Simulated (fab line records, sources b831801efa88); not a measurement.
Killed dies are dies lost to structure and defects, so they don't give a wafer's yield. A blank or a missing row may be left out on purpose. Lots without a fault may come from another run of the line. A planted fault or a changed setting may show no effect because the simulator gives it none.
A struck lot beside a sound one | flow sky130 | 15 steps out of a route of 708
Sound: wafers L761.2, L761.4, L761.6. Struck: wafers L782.2, L782.3, L782.4. The cause comes at the end.
At each step with rows: each side's tool, then ch and its chambers, then its first start. Under that, the readings that differ: sound wafers | struck wafers | difference of the means | sigmas: that difference in standard deviations of wafers without a fault.
alike: readings whose means differ by less than 2 such deviations, and words and numbers that are the same on both sides. not compared: withheld readings, readings that some wafer has no value for, bounds like >300 that may hide the same value, and numbers for which the record gives no deviation and whose values overlap.
The two part at a step that has a row with sigmas, a row that says differs or no value, or rows on one side only. Numbers that don't overlap but have no deviation are shown without sigmas and don't part them. A reading that every wafer of one side lacks parts them only if that side has two wafers or more.

first, 6 steps without rows for these wafers: SKY_GATE_OXIDE_HMDS_04 (prime time 60 s); SKY_GATE_OXIDE_COAT_05 (resist thk 1140 nm); SKY_GATE_OXIDE_SOFTBAKE_06 (time 60 s); SKY_GATE_OXIDE_EXPOSE_07 (exposes mask LVOM, target cd 600 nm); SKY_GATE_OXIDE_PEB_08; SKY_GATE_OXIDE_DEVELOP_09 (develop time 60 s).
SKY_GATE_OXIDE_OVL_MEAS_10:
  sound on overlay-01, day 14 09:04; struck on overlay-01, day 22 03:25
  alike: GATE_OXIDE_OVL
then, 2 steps without rows for these wafers: SKY_GATE_OXIDE_IMPLANT_11; SKY_GATE_OXIDE_WET_ETCH_12 (etches SiO2 in dHF, target depth 16.8 nm, time 336 s).
SKY_GATE_OXIDE_STRIP_13: strips in O2/N2.
  sound on plasma_asher-03 ch 0,1, day 14 09:21; struck on plasma_asher-02 ch 0,1, day 22 03:42
  alike: drypump_motor_current_A, oes_product_au, strip_time_to_endpoint_s
  not compared: rf_hours_counter_h
SKY_GATE_OXIDE_TW_MEAS_14:
  sound on film_metro-02, day 14 09:28; struck on film_metro-03, day 22 03:49
  alike: GATE_OXIDE_TW
then, 1 step without rows for these wafers: SKY_GATE_OXIDE_CLEAN_15 (cleans in SC1/SC2, time 150 s).
SKY_GATE_OXIDE_OXIDATION_16: stabilise 600 s, purge 300 s, target thk 3.57 nm.
  sound on furnace-02 ch 0, day 14 09:46; struck on furnace-01 ch 0, day 22 04:42
  reading                                           | sound            | struck           | difference | sigmas
  model.SiO2_of_GATE_OXIDE_OXIDATION_01.thk_nm (nm) | 11.75 11.9 11.73 | 12.41 12.55 12.5 | +0.69      |
  alike: spike_tc_upper_C
then, 1 step without rows for these wafers: SKY_POLY_GATE_CVD_00 (deposits poly-Si, target thk 180 nm, time 720 s).
-- the record jumps here: 29 days lie between the struck wafers' starts before and after (it left off in module POLY_GATE and takes up again in module PAD_OPEN, whose first step shown is number 708 of the route) --
SKY_PAD_OPEN_PROBE_99:
  sound on prober-02, day 46 04:50; struck on prober-01, day 50 23:34
  reading                                | sound                       | struck                        | difference | sigmas
  model.etest.nfet_16v.r_on_ohm_um       | 1.383e+04 1.406e+04 1.4e+04 | 1.472e+04 1.474e+04 1.468e+04 | +7.500e+02 |
  model.etest.pfet_g5v0d10v5.r_on_ohm_um | 4728 4822 4790              | 5283 5319 5255                | +506       |
  model.etest.pfet_01v8.r_on_ohm_um      | 2755 2898 2923              | 3307 3217 3333                | +427       |
  model.etest.tip_sonos.rs_ohm_sq        | 2709 2721 2700              | 2788 2883 2816                | +119       |
  model.etest.nfet_g5v0d10v5.r_on_ohm_um | 1880 1921 1888              | 2066 2073 2064                | +171       |
  model.etest.nfet_01v8.r_on_ohm_um      | 780.7 822.3 813.4           | 973.9 953.1 970.6             | +160.4     |
  model.etest.nfet_01v8_lvt.drive_ua_um  | 609.7 590.9 589.5           | 496.4 509 499.9               | -94.9      |
  alike: killed_at_M0_to_M3, killed_at_M4_up, killed_at_contacts, killed_at_front_end, killed_at_other, killed_dies, killed_open, killed_short
  not compared: model.etest.pfet_16v.r_on_ohm_um

WHERE THEY PART
Nowhere in this record.

WHY: what the simulator had put in
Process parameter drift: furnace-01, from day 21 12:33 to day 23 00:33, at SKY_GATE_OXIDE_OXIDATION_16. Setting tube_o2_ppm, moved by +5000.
